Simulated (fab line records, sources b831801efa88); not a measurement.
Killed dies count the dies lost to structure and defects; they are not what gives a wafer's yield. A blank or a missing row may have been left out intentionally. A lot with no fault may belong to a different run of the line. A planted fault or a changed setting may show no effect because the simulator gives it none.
What tool caused it? ; flow gf180mcu ; 36 wafers from 12 lots sampled at 5 of the route's 602 steps

## WHAT THE GAUGES SHOWED, per wafer
GF_V3_THK_MEAS_25: measures by xrf. Usual: for V3_W_THK the level is 372 nm and the standard deviation is 5.4.
lot;measured;on;V3_W_THK (nm);flag
L813;day 22 09:29;film metro-02;373 373 366;
L814;day 22 18:15;film metro-02;377 370 376;
L815;day 23 14:43;film metro-03;370 370 375;
L817;day 23 20:10;film metro-02;374 367 365;
L816;day 24 01:05;film metro-03;378 380 377;
L819;day 24 15:58;film metro-02;371 368 366;
L822;day 25 12:10;film metro-03;375 379 373;
L826;day 26 23:59;film metro-02;371 370 373;
L829;day 27 22:32;film metro-01;365 368 369;
L831;day 28 08:12;film metro-01;377 373 374;
L835;day 29 10:37;film metro-03;368 358 365;
L836;day 29 13:23;film metro-03;370 376 372;

GF_V4_BOW_MEAS_05. Usual: for V4_BOW the level is 135 um and the standard deviation is 8.5.
lot;measured;on;V4_BOW (um);flag
L813;day 23 09:31;film metro-04;138 142 144;
L814;day 23 18:43;film metro-04;134 135 124;
L815;day 24 15:17;film metro-02;128 130 130;
L817;day 24 19:38;film metro-02;147 142 143;
L816;day 25 01:00;film metro-02;135 135 134;
L819;day 25 15:17;film metro-03;117 131 125;
L822;day 26 10:46;film metro-04;140 143 137;
L826;day 27 22:34;film metro-02;135 137 133;
L829;day 28 19:39;film metro-03;139 136 126;
L831;day 29 05:45;film metro-04;135 130 124;
L835;day 30 07:22;film metro-03;139 139 131;
L836;day 30 10:07;film metro-04;144 127 147;

GF_V4_CD_MEAS_14: target cd 260 nm. Usual: cd nm at 260.1 nm, with a standard deviation of 1.2.
lot;measured;on;cd nm (nm);flag
L813;day 24 07:44;cd sem-01;259.9 259.0 260.0;
L814;day 24 16:36;cd sem-01;257.8 258.5 257.9;
L815;day 25 12:41;cd sem-01;260.2 260.1 260.6;
L817;day 25 16:59;cd sem-01;261.1 260.4 259.5;
L816;day 25 21:47;cd sem-02;259.8 260.3 260.0;
L819;day 26 11:41;cd sem-02;261.9 262.0 261.5;
L822;day 27 06:57;cd sem-02;260.0 260.6 261.1;
L826;day 28 17:57;cd sem-01;266.6 265.2 265.9 266.9 265.5 265.8;OFF
L829;day 29 14:46;cd sem-02;259.5 260.2 261.2;
L831;day 30 00:59;cd sem-02;265.6 265.7 264.4 265.4 265.9 264.2;OFF
L835;day 31 01:53;cd sem-01;260.4 260.1 259.5;
L836;day 31 04:34;cd sem-01;259.1 260.5 259.9;

## EACH LOT AND THE TOOL THAT RAN IT (in order: tool; ch and the chambers of the sampled wafers; start)
lot;GF_M4_SPUTTER_00;GF_V4_EXPOSE_11
L813;pvd sputter-02, day 22 09:49;krf scanner-01 ch 0, day 23 21:05
L814;pvd sputter-03, day 22 18:35;krf scanner-01 ch 0, day 24 05:50
L815;pvd sputter-01, day 23 15:04;krf scanner-02 ch 0, day 25 02:14
L817;pvd sputter-01, day 23 20:31;krf scanner-02 ch 0, day 25 06:28
L816;pvd sputter-02, day 24 01:26;krf scanner-01 ch 0, day 25 11:52
L819;pvd sputter-01, day 24 16:19;krf scanner-02 ch 0, day 26 01:46
L822;pvd sputter-01, day 25 12:31;krf scanner-02 ch 0, day 26 20:43
L826;pvd sputter-01, day 27 00:20;krf scanner-02 ch 0, day 28 08:27
L829;pvd sputter-02, day 27 22:53;krf scanner-01 ch 0, day 29 05:29
L831;pvd sputter-02, day 28 08:34;krf scanner-02 ch 0, day 29 15:33
L835;pvd sputter-02, day 29 10:58;krf scanner-01 ch 0, day 30 16:44
L836;pvd sputter-02, day 29 13:44;krf scanner-01 ch 0, day 30 19:46
- GF_M4_SPUTTER_00: material Ti, target thk 37.5 nm, time 150 s.
- GF_V4_EXPOSE_11: exposes mask Via4, target cd 260 nm.

## AS READ BY THE TOOLS THEMSELVES (means over the sampled wafers that have a number; for cases with no such wafer, the mark the record gives instead)
GF_M4_SPUTTER_00. Usual: throttle valve pct at 30.2 %, with a standard deviation of 0.83.
lot;tool;throttle valve pct (%);flag
L813;pvd sputter-02;29.3;
L814;pvd sputter-03;30.9;
L815;pvd sputter-01;29.8;
L817;pvd sputter-01;30.2;
L816;pvd sputter-02;29.7;
L819;pvd sputter-01;30.9;
L822;pvd sputter-01;30.1;
L826;pvd sputter-01;29.7;
L829;pvd sputter-02;29.4;
L831;pvd sputter-02;29.8;
L835;pvd sputter-02;30.1;
L836;pvd sputter-02;29.4;

GF_V4_EXPOSE_11. Usual: exposure dose mJ cm2 at 38.00, with a standard deviation of 0.039.
lot;tool;exposure dose mJ cm2;flag
L813;krf scanner-01;38.01;
L814;krf scanner-01;38.02;
L815;krf scanner-02;37.97;
L817;krf scanner-02;38.03;
L816;krf scanner-01;37.98;
L819;krf scanner-02;37.98;
L822;krf scanner-02;37.97;
L826;krf scanner-02;39.54;OFF
L829;krf scanner-01;37.98;
L831;krf scanner-02;39.15;OFF
L835;krf scanner-01;37.95;
L836;krf scanner-01;38.03;

## THE ANSWER, worked out from the rows above alone
Rule: a lot is off if the mean of its wafers that have a number lies more than 3 standard deviations from the usual mean. A lot without any number at a reading at which 4 lots or more have one is off too. Any other lot the step has rows for is counted as sound. Order of review: gauges by route order, followed by the tools' own readings, for which a lot's mean as printed above is used. The first step at which some lot is off is used, and at that step the reading that is off furthest; a lot without a number counts as furthest.
Off at GF_V4_CD_MEAS_14 (cd nm): L826, L831.
If a tool, at a process step before that reading, ran all the lots that are off and no sound lot after the first of them, it fits. Not tried: the gauges at GF_V4_CD_MEAS_14; whatever is off there is also off at GF_V4_EXPOSE_11, on other tools, and gauge error can't account for it. One candidate fits, namely krf scanner-02 at GF_V4_EXPOSE_11. A fault onset in the window from L822 (day 26 20:43, its last sound lot) to L826 (day 28 08:27, its first lot off) fits.
On the lots that are off, the tool's own readings at GF_V4_EXPOSE_11 differ by more than 5 times the standard deviation of the sound lots' means, which bears it out; exposure dose mJ cm2 reads 39.34 there versus 37.99 on the sound lots.

## WHAT THE SIMULATOR HAD INSERTED
Process parameters drifting: krf scanner-02 at GF_V4_EXPOSE_11, beginning at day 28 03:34. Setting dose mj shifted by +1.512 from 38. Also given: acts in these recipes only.
Struck lots among those shown: L826, L831. Same finding as the rule above.
